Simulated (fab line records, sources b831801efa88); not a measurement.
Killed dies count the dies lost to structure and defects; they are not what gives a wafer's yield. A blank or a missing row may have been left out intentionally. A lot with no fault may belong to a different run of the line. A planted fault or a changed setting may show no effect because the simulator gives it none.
fab line records    flow sky130
record lots=12  wafers=35  lastDay=51
route steps=708 shown VIA4@641 PASSIVATION@693 PAD_OPEN@708
lots with no fault: from the same line, run without faults
startH: hours from the record's first day to the start of the lot's first wafer shown    waitH: time in hours since the lot's previous step    " the same as in the row above    L1.1+2: one row covering several wafers at once    - no value present, or no start provided    * or withheld: withheld    < > ~ a bound
route shown NAME@n: names a module that has steps shown in the file, with the first one's number in the route    usual: mean/standard deviation of fault-free wafers    same: alike in all rows    chamber/n: place in a boat    sites: readings site by site    _std_site: how widely they spread, as a standard deviation    _edge_site: inner sites' mean taken away from outer sites' mean    radiusMm: for every site, how far away it sits from the centre of the wafer    mask NAME#n: copy n    behind: the tool/chamber that last shaped the wafer    hold: why the lot was held/for how many hours/how that ended    device: transistor that didn't switch, given as n, p or np    end of line: tests of these same wafers at the route's end    a step without rows: its recipe alone    killed: not the wafer's yield, but the dies lost to structure and defects at the first sort    map: a wafer's dies, marking killed ones x, the rest . and places with no die _
set.NAME: setting as actually run; set.NAME@STEP: the setting as run at that earlier step    model.NAME: the simulator's own value behind a step, which no gauge read
route steps across a sampled set of lots; one table per step, one row per wafer
services: the hour from which a tool's chamber was out of use, counted from the record's first day as startH (under 0 if before that day), plus the number of hours and why
## steps
# step SKY_VIA4_CMP_02
# recipe material=SiO2  downForcePsi=4  platenRpm=60  padVelocityMS=0.94248
# usual motorCurrentA=11.9/1.4  retainingRingPressureFrac=1.001/0.0048
lot.wafer  tool    chamber  startH   waitH  motorCurrentA  retainingRingPressureFrac
L599.2     cmp-01  1        1020.82  0.0    12.3           0.998
L599.1     "       3        "        "      10.2           1.001
L599.4     "       0        "        "      14.7           0.993
L600.4     cmp-02  2        1024.10  0.0    12.6           1.003
L600.5     "       2        "        "      12.0           0.999
L600.6     "       3        "        "      11.2           1.003
L598.1     cmp-02  2        1026.01  0.1    12.1           1.007
L598.4     "       1        "        "      12.0           0.997
L598.6     "       3        "        "      11.7           0.997
L601.3     cmp-02  2        1040.13  0.0    12.1           0.999
L601.1     "       1        "        "      11.6           0.994
L601.6     "       2        "        "      12.5           1.001
L605.2     cmp-01  3        1063.97  0.0    11.0           1.002
L605.5     "       3        "        "      11.1           1.004
L605.6     "       0        "        "      14.9           0.997
L606.4     cmp-02  3        1064.62  0.0    11.9           0.999
L606.2     "       1        "        "      12.6           1.001
L606.6     "       3        "        "      11.9           0.993
L608.1     cmp-01  0        1076.83  0.1    14.7           1.010
L608.4     "       1        "        "      12.4           1.003
L608.5     "       0        "        "      14.2           1.006
L611.3     cmp-01  2        1094.68  0.3    11.2           1.010
L611.4     "       3        "        "      11.0           0.997
L611.5     "       2        "        "      11.2           1.009
L612.2     cmp-02  3        1104.37  0.0    11.5           0.998
L612.5     "       3        "        "      12.0           1.001
L614.1     cmp-01  3        1108.27  0.1    11.4           1.001
L614.3     "       0        "        "      14.6           1.002
L614.6     "       2        "        "      11.7           1.009
L619.4     cmp-01  0        1134.65  0.0    14.7           1.007
L619.1     "       2        "        "      10.9           1.002
L619.6     "       1        "        "      12.1           1.002
L620.3     cmp-01  0        1145.05  0.0    14.9           1.007
L620.1     "       1        "        "      12.0           1.006
L620.4     "       3        "        "      11.6           0.997
# step SKY_VIA4_OVL_MEAS_11
# usual VIA4_OVL=0.4/1.4
lot.wafer  tool        chamber  startH   waitH  VIA4_OVL[nm]
L599.1     overlay-02  -        1044.13  0.1    0.2
L599.2     "           -        "        "      -1.4
L599.4     "           -        "        "      -0.5
L600.4     overlay-01  -        1047.75  0.1    0.4
L600.5     "           -        "        "      0.8
L600.6     "           -        "        "      -0.1
L598.1     overlay-02  -        1049.21  0.1    -0.6
L598.4     "           -        "        "      -2.4
L598.6     "           -        "        "      -1.1
L601.1     overlay-01  -        1062.96  0.1    2.2
L601.3     "           -        "        "      3.0
L601.6     "           -        "        "      2.2
L605.2     overlay-02  -        1086.24  0.1    1.3
L605.5     "           -        "        "      0.9
L605.6     "           -        "        "      1.6
L606.2     overlay-01  -        1086.84  0.1    2.6
L606.4     "           -        "        "      0.8
L606.6     "           -        "        "      2.0
L608.1     overlay-02  -        1098.23  0.1    3.1
L608.4     "           -        "        "      1.5
L608.5     "           -        "        "      1.7
L611.3     overlay-01  -        1115.45  0.1    2.2
L611.4     "           -        "        "      1.1
L611.5     "           -        "        "      2.0
L612.2     overlay-01  -        1124.82  0.1    0.9
L612.5     "           -        "        "      1.7
L614.1     overlay-02  -        1129.28  0.1    -0.7
L614.3     "           -        "        "      -0.8
L614.6     "           -        "        "      -2.8
L619.1     overlay-01  -        1154.03  0.1    -1.6
L619.4     "           -        "        "      -1.9
L619.6     "           -        "        "      0.5
L620.1     overlay-01  -        1164.13  0.1    -0.3
L620.3     "           -        "        "      0.1
L620.4     "           -        "        "      -0.2
# step SKY_VIA4_SPUTTER_17
# recipe material=TiN  targetThkNm=20  chamberPressurePa=5  powerW=4000  timeS=80
# usual throttleValvePct=30.2/0.98
lot.wafer  tool           chamber  startH   waitH  throttleValvePct
L599.1     pvdSputter-02  -        1044.87  0.0    31.3
L599.2     "              -        "        "      29.6
L599.4     "              -        "        "      31.4
L600.4     pvdSputter-04  -        1048.47  0.0    29.1
L600.5     "              -        "        "      29.4
L600.6     "              -        "        "      30.5
L598.1     pvdSputter-01  -        1049.92  0.0    31.3
L598.4     "              -        "        "      31.1
L598.6     "              -        "        "      29.5
L601.1     pvdSputter-04  -        1063.74  0.0    30.4
L601.3     "              -        "        "      30.2
L601.6     "              -        "        "      29.0
L605.2     pvdSputter-02  -        1086.98  0.0    29.4
L605.5     "              -        "        "      31.6
L605.6     "              -        "        "      28.2
L606.2     pvdSputter-01  -        1087.53  0.0    29.5
L606.4     "              -        "        "      31.0
L606.6     "              -        "        "      29.7
L608.1     pvdSputter-02  -        1099.00  0.0    31.2
L608.4     "              -        "        "      31.7
L608.5     "              -        "        "      31.2
L611.3     pvdSputter-01  -        1116.16  0.0    30.5
L611.4     "              -        "        "      29.5
L611.5     "              -        "        "      31.1
L612.2     pvdSputter-04  -        1125.56  0.0    30.4
L612.5     "              -        "        "      30.5
L614.1     pvdSputter-02  -        1130.09  0.0    29.6
L614.3     "              -        "        "      31.9
L614.6     "              -        "        "      29.3
L619.1     pvdSputter-01  -        1154.73  0.0    29.6
L619.4     "              -        "        "      31.5
L619.6     "              -        "        "      31.2
L620.1     pvdSputter-01  -        1164.93  0.0    30.9
L620.3     "              -        "        "      31.0
L620.4     "              -        "        "      31.3
# step SKY_PASSIVATION_STRIP_12
# recipe chemistry=O2/N2  powerW=1400  pressureMtorr=1500  platenTempC=withheld  overashFraction=0.7  o2FlowSccm=3000  n2FlowSccm=300
# usual chamberPressureMTorr=1499.9/1.4  drypumpMotorCurrentA=6.0/0.36  oesProductAu=0.660/0.005  stripTimeToEndpointS=31.52/0.16
# same overashFraction=0.7
lot.wafer  tool            chamber  startH   waitH  chamberPressureMTorr  drypumpMotorCurrentA  oesProductAu  rfHoursCounterH  stripTimeToEndpointS
L599.1     plasmaAsher-01  1        1091.29  0.1    1498.9                6.4                   0.661         2                31.36
L599.2     "               0        "        "      1500.2                5.3                   0.653         2                31.74
L599.4     "               0        "        "      1501.2                5.3                   0.656         -                31.64
L600.4     plasmaAsher-04  1        1094.07  0.1    1500.2                6.0                   0.658         -                31.61
L600.5     "               1        "        "      1499.7                6.0                   0.664         -                31.75
L600.6     "               0        "        "      1498.8                6.4                   0.658         -                31.63
L598.1     plasmaAsher-01  0        1095.84  0.1    1498.6                5.2                   0.662         3                31.83
L598.4     "               1        "        "      1500.3                6.4                   0.666         -                31.70
L598.6     "               0        "        "      1499.9                5.2                   0.659         -                31.81
L601.1     plasmaAsher-04  0        1108.47  0.1    1499.1                6.4                   0.650         70               31.39
L601.3     "               0        "        "      1499.6                6.4                   0.662         -                31.46
L601.6     "               1        "        "      1498.3                6.0                   0.666         -                31.51
L605.2     plasmaAsher-03  1        1130.12  0.1    1500.2                6.0                   0.658         39               31.78
L605.5     "               1        "        "      1500.6                6.1                   0.656         -                31.68
L605.6     "               0        "        "      1499.1                6.1                   0.673         -                31.59
L606.2     plasmaAsher-01  1        1131.04  0.1    1501.8                6.4                   0.665         6                31.20
L606.4     "               1        "        "      1499.7                6.3                   0.662         -                31.30
L606.6     "               0        "        "      1500.5                5.2                   0.661         -                31.31
L608.1     plasmaAsher-03  0        1142.59  0.1    1502.5                6.1                   0.663         40               31.72
L608.4     "               0        "        "      1499.0                6.1                   0.651         -                31.79
L608.5     "               0        "        "      1500.5                6.1                   0.645         -                31.77
L611.3     plasmaAsher-04  1        1157.72  0.1    1498.8                6.0                   0.664         -                31.49
L611.4     "               0        "        "      1501.0                6.4                   0.662         -                31.36
L611.5     "               0        "        "      1499.8                6.4                   0.660         -                31.45
L612.2     plasmaAsher-01  0        1166.39  0.1    1502.1                5.2                   0.664         10               31.62
L612.5     "               1        "        "      1500.8                6.4                   0.657         -                31.72
L614.1     plasmaAsher-03  1        1170.44  0.1    1499.8                6.1                   0.665         43               31.76
L614.3     "               0        "        "      1501.4                6.1                   0.665         -                31.23
L614.6     "               1        "        "      1499.4                6.1                   0.666         -                31.56
L619.1     plasmaAsher-04  0        1191.38  0.1    1497.0                6.4                   0.668         78               31.50
L619.4     "               1        "        "      1501.6                6.0                   0.658         -                31.71
L619.6     "               1        "        "      1499.7                6.0                   0.655         -                31.61
L620.1     plasmaAsher-03  0        1201.53  0.1    1498.9                6.1                   0.664         46               31.39
L620.3     "               0        "        "      1501.1                6.1                   0.661         -                31.60
L620.4     "               1        "        "      1499.5                6.0                   0.655         -                31.70
# step SKY_PAD_OPEN_PROBE_99
# usual defectLimitedYield=82.5/1.9  killed_at_M0_to_M3=43/6.8  killed_at_M4_up=3.2/2  killedAtContacts=24/5.3  killedAtFrontEnd=16/4.4  killedAtOther=0.3/0.54  killedDies=86/9.4  killedOpen=48/6.6  killedShort=38/6.5  sort_bin_3_pad_short=0.8/0.4  sort_bin_5_function=10.4/1.5  sort_bin_6_memory=6.3/1.2  sortNPass=406/9.4  sortYieldPct=82.5/1.9
# same grossDies=492  killedAtBackSide=0  sort_bin_4_leakage[%]=0  sort_bin_8_speed[%]=0
lot.wafer  tool       chamber  startH   waitH  defectLimitedYield[%]  killed_at_M0_to_M3  killed_at_M4_up  killedAtContacts  killedAtFrontEnd  killedAtOther  killedDies  killedOpen  killedShort  sort_bin_3_pad_short[%]  sort_bin_5_function[%]  sort_bin_6_memory[%]  sortNPass  sortYieldPct[%]
L599.1     prober-02  -        1114.64  0.1    84.1                   38                  3                19                18                0              78          44          34           0.6                      8.5                     6.7                   414        84.1
L599.2     prober-02  -        1114.69  0.1    83.5                   42                  3                22                14                0              81          50          31           0.2                      10.6                    5.7                   411        83.5
L599.4     prober-02  -        1114.79  0.2    81.9                   47                  5                17                19                1              89          52          37           0.6                      11.6                    5.9                   403        81.9
L601.1     prober-01  -        1131.59  0.1    78.3                   53                  4                30                20                0              107         68          39           0.2                      13.8                    7.7                   385        78.3
L601.3     prober-01  -        1131.69  0.2    81.7                   44                  2                21                22                1              90          46          44           1.0                      10.8                    6.5                   402        81.7
L601.6     prober-01  -        1131.84  0.2    83.9                   32                  2                21                24                0              79          45          33           0.2                      10.6                    5.3                   413        83.9
L606.2     prober-02  -        1152.80  0.1    83.5                   44                  0                26                10                1              81          42          39           1.2                      9.1                     6.1                   411        83.5
L606.4     prober-02  -        1152.90  0.2    82.3                   42                  5                25                14                1              87          51          36           0.2                      11.0                    6.5                   405        82.3
L606.6     prober-02  -        1153.00  0.2    80.9                   45                  3                30                16                0              94          59          35           1.0                      11.8                    6.3                   398        80.9
L608.1     prober-02  -        1164.48  0.1    83.1                   50                  1                21                11                0              83          53          29           1.0                      9.1                     6.7                   409        83.1
L608.4     prober-02  -        1164.63  0.2    83.9                   39                  3                21                15                1              79          43          36           0.8                      10.2                    5.1                   413        83.9
L608.5     prober-02  -        1164.68  0.2    81.7                   47                  1                26                16                0              90          42          48           1.2                      11.4                    5.7                   402        81.7
L612.2     prober-02  -        1186.89  0.1    85.6                   32                  2                17                19                1              71          33          37           0.4                      8.7                     5.3                   421        85.6
L612.5     prober-02  -        1187.04  0.2    73.2                   44                  1                24                12                51             132         46          35           3.3                      16.5                    7.1                   360        73.2
L620.1     prober-01  -        1218.85  0.1    80.1                   51                  1                23                22                1              98          61          37           1.2                      13.6                    5.1                   394        80.1
L620.3     prober-01  -        1218.95  0.2    80.1                   45                  5                28                20                0              98          53          44           1.4                      10.6                    7.9                   394        80.1
L620.4     prober-01  -        1219.00  0.2    82.9                   40                  1                23                19                1              84          48          36           0.6                      10.4                    6.1                   408        82.9
# killed by level:class
L599.1 VIA1:geometricParticle:open=7 POLY_GATE:geometricParticle:short=6 LI_CONTACT:geometricParticle:open=6 CONTACT:geometricParticle:open=6 FIELD_ISO:geometricParticle:open=5 VIA2:geometricParticle:open=5 POLY_GATE:geometricParticle:open=5 METAL1:geometricParticle:short=5
L599.2 LI_CONTACT:geometricParticle:open=10 VIA1:geometricParticle:open=9 VIA3:geometricParticle:open=7 VIA2:geometricParticle:open=5 CONTACT:geometricParticle:open=5 METAL2:geometricParticle:short=5 METAL3:geometricParticle:short=4 METAL1:geometricParticle:open=4
L599.4 VIA1:geometricParticle:open=15 VIA2:geometricParticle:open=9 CONTACT:geometricParticle:open=7 METAL1:geometricParticle:short=6 POLY_GATE:geometricParticle:open=5 POLY_GATE:geometricParticle:short=4 VIA3:geometricParticle:open=4 FIELD_ISO:geometricParticle:short=3
L601.1 VIA1:geometricParticle:open=17 CONTACT:geometricParticle:open=11 FIELD_ISO:geometricParticle:open=8 LI_CONTACT:geometricParticle:open=7 CONTACT:geometricParticle:short=6 VIA2:geometricParticle:open=6 VIA3:geometricParticle:open=6 METAL2:geometricParticle:short=5
L601.3 VIA3:geometricParticle:open=11 CONTACT:geometricParticle:open=11 POLY_GATE:geometricParticle:short=8 VIA1:geometricParticle:open=7 METAL1:geometricParticle:short=7 POLY_GATE:geometricParticle:open=5 LOCAL_INTERCONNECT:geometricParticle:short=4 METAL2:geometricParticle:short=4
L601.6 VIA1:geometricParticle:open=11 CONTACT:geometricParticle:open=9 POLY_GATE:geometricParticle:open=7 METAL1:geometricParticle:short=7 FIELD_ISO:geometricParticle:short=4 POLY_GATE:geometricParticle:short=4 VIA2:geometricParticle:open=4 VIA1:geometricParticle:short=4
L606.2 CONTACT:geometricParticle:open=10 VIA2:geometricParticle:open=9 CONTACT:geometricParticle:short=7 VIA1:geometricParticle:open=7 VIA1:geometricParticle:short=6 METAL2:geometricParticle:short=5 VIA3:geometricParticle:open=5 LI_CONTACT:geometricParticle:open=4
L606.4 CONTACT:geometricParticle:open=14 VIA1:geometricParticle:open=10 VIA3:geometricParticle:open=8 FIELD_ISO:geometricParticle:short=6 VIA2:geometricParticle:open=5 LI_CONTACT:geometricParticle:open=5 METAL3:geometricParticle:short=4 METAL4:geometricParticle:short=4
L606.6 CONTACT:geometricParticle:open=17 VIA1:geometricParticle:open=16 FIELD_ISO:geometricParticle:open=5 LOCAL_INTERCONNECT:geometricParticle:short=5 FIELD_ISO:geometricParticle:short=4 METAL2:geometricParticle:open=4 METAL2:geometricParticle:short=4 VIA3:geometricParticle:short=4
L608.1 VIA1:geometricParticle:open=13 CONTACT:geometricParticle:open=9 LI_CONTACT:geometricParticle:open=8 VIA3:geometricParticle:open=7 METAL3:geometricParticle:short=7 VIA2:geometricParticle:open=5 CONTACT:geometricParticle:short=4 METAL2:geometricParticle:short=4
L608.4 VIA2:geometricParticle:open=9 VIA1:geometricParticle:open=8 FIELD_ISO:geometricParticle:short=6 CONTACT:geometricParticle:short=6 LI_CONTACT:geometricParticle:open=6 CONTACT:geometricParticle:open=6 METAL3:geometricParticle:short=5 VIA3:geometricParticle:open=4
L608.5 CONTACT:geometricParticle:open=11 METAL1:geometricParticle:short=8 LI_CONTACT:geometricParticle:open=7 VIA2:geometricParticle:open=7 FIELD_ISO:geometricParticle:short=6 VIA1:geometricParticle:short=6 VIA3:geometricParticle:open=6 METAL2:geometricParticle:short=5
L612.2 VIA1:geometricParticle:open=8 FIELD_ISO:geometricParticle:short=6 LI_CONTACT:geometricParticle:open=5 METAL1:geometricParticle:short=5 VIA2:geometricParticle:open=5 POLY_GATE:geometricParticle:short=4 POLY_GATE:geometricParticle:open=3 POLY_CUT:geometricParticle:open=3
L612.5 PASSIVATION:unspecified=51 VIA1:geometricParticle:open=9 VIA1:geometricParticle:short=8 CONTACT:geometricParticle:open=7 LI_CONTACT:geometricParticle:open=7 VIA2:geometricParticle:open=7 METAL2:geometricParticle:short=6 CONTACT:geometricParticle:short=5
L620.1 CONTACT:geometricParticle:open=16 VIA1:geometricParticle:open=14 VIA3:geometricParticle:open=8 METAL1:geometricParticle:short=7 METAL2:geometricParticle:short=7 FIELD_ISO:geometricParticle:open=6 VIA1:geometricParticle:short=6 POLY_GATE:geometricParticle:short=6
L620.3 VIA1:geometricParticle:open=10 VIA2:geometricParticle:open=9 POLY_GATE:geometricParticle:open=7 LI_CONTACT:geometricParticle:open=7 VIA3:geometricParticle:open=7 LOCAL_INTERCONNECT:geometricParticle:short=6 CONTACT:geometricParticle:short=6 POLY_GATE:geometricParticle:short=5
L620.4 LI_CONTACT:geometricParticle:open=10 CONTACT:geometricParticle:open=8 VIA1:geometricParticle:open=7 VIA3:geometricParticle:open=7 METAL1:geometricParticle:short=6 METAL2:geometricParticle:short=6 FIELD_ISO:geometricParticle:open=5 FIELD_ISO:geometricParticle:short=4
## services
tool            chamber  startH   hours  kind
plasmaAsher-04  -        1010.60  1.7    repair
cmp-01          -        1041.34  0.7    repair
plasmaAsher-01  -        1055.25  9.0    pm
plasmaAsher-01  0        1055.25  9.0    ventCycle
pvdSputter-04   -        1055.60  3.0    repair
pvdSputter-04   -        1063.83  2.3    repair
cmp-01          -        1067.99  4.4    pm
cmp-02          -        1082.39  0.8    repair
plasmaAsher-01  -        1084.03  2.5    repair
cmp-02          -        1088.90  4.0    pm
cmp-02          -        1092.90  -      consumableReplace:conditioner
cmp-02          -        1092.90  -      consumableReplace:pad
cmp-02          -        1092.95  2.3    repair
cmp-01          -        1114.21  1.2    repair
cmp-02          -        1125.63  0.8    repair
plasmaAsher-03  -        1137.64  2.8    pm
pvdSputter-04   -        1147.25  17.0   repair
cmp-02          -        1154.33  1.4    repair
plasmaAsher-03  -        1158.95  4.1    repair
plasmaAsher-01  -        1176.25  5.0    repair
cmp-01          -        1178.50  4.6    pm
pvdSputter-04   -        1183.61  1.2    repair
plasmaAsher-01  -        1197.80  2.5    repair
pvdSputter-01   -        1198.17  2.5    repair
## key
firstSign step=SKY_PAD_OPEN_PROBE_99  reading=killedAtOther  direction=up  sigmas=51  usual=0.3  struck=51
effect step=SKY_PAD_OPEN_PROBE_99  reading=sort_bin_3_pad_short  direction=up  sigmas=6.2  usual=0.8  struck=3.3
metAt SKY_PASSIVATION_STRIP_12
struckLots L612
struckWafers L612.5
notActingAt SKY_VIA4_CMP_02,SKY_VIA4_OVL_MEAS_11,SKY_VIA4_SPUTTER_17
onsetBetween 1131.04 1166.39
fault kind=chamberParticleSource  tool=plasmaAsher-01  chamber=1  onsetH=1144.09  steps=SKY_PASSIVATION_STRIP_12  ratePerVisitCm2=1.8785
